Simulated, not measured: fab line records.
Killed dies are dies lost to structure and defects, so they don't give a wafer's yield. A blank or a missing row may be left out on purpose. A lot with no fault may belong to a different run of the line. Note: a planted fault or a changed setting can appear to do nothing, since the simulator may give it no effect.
The same fault as seen by 2 desks | flow gf180mcu | only its own numbers are on each desk; what lay behind them is given at the end

TOOL OWNER'S DESK, implanter-03
The tool's own readings at GF_HV_LDD_IMPLANT_48, given as means over the sampled wafers that have a number, one for each lot that went through this tool. Any lot whose mean is over 4 standard deviations away from the usual mean is out of limits and marked OUT; that distance is given in the brackets.
Columns: A = beam_energy_keV at GF_HV_LDD_IMPLANT_48, usual 24.999
lot  | first seen here | A
L351 | day 13 06:46    | 25.004
L357 | day 15 04:29    | 19.776 (-99 or more) OUT
L358 | day 15 15:12    | 19.778 (-99 or more) OUT
L365 | day 18 02:34    | 24.999
This desk's finding: out of limits on L357, L358; first on L357, day 15 04:29 (beam_energy_keV at GF_HV_LDD_IMPLANT_48). Within limits: L351, L365.

FROM THE METROLOGY DESK
What the gauges read, lot by lot, whatever tool the lot ran on: means of the sampled wafers that have a number. Any lot whose mean is over 4 standard deviations away from the usual mean is out of limits and marked OUT; that distance is given in the brackets.
Columns: A = HV_LDD_OVL at GF_HV_LDD_OVL_MEAS_08, usual 0.2 nm; B = HV_LDD_4_TW at GF_HV_LDD_TW_MEAS_50, usual 567
lot  | first seen here | A    | B
L351 | day 10 18:34    | 0.3  | 559
L352 | day 11 02:39    | 3.4  | 560
L357 | day 12 12:08    | -0.8 | 543 (-5.0) OUT
L358 | day 12 21:52    | -1.1 | 546 (-4.4) OUT
L363 | day 14 09:34    | 1.5  | 575
L365 | day 15 03:56    | -0.2 | 560
L367 | day 15 16:13    | -0.5 | 566
L368 | day 16 02:58    | 0.3  | 567
L369 | day 16 07:19    | 0.3  | 571
L370 | day 16 12:36    | 1.7  | 572
L371 | day 16 18:57    | 0.5  | 569
L372 | day 17 03:52    | 2.5  | 562
L373 | day 17 13:19    | -1.5 | 568
This desk's finding: out of limits on L357, L358; first on L357, day 15 04:43 (HV_LDD_4_TW at GF_HV_LDD_TW_MEAS_50). Within limits: L351, L352, L363, L365, L367, L368, L369, L370, L371, L372, L373.

PUT TOGETHER
The tool owner's desk could have raised an alarm at day 15 04:29, on L357, L358.
L357, L358 would have let the metrology desk raise an alarm at day 15 04:43.
All the named lots went through GF_HV_LDD_IMPLANT_48 on implanter-03.

WHAT THE SIMULATOR PUT IN
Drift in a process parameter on implanter-03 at GF_HV_LDD_IMPLANT_48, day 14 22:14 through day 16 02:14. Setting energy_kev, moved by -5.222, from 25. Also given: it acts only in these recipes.
Shown lots that were struck: L357, L358.
Delay (hours) between the fault's onset and each desk's first out-of-limits reading: 6 at the tool owner's desk, 6 at the metrology desk.
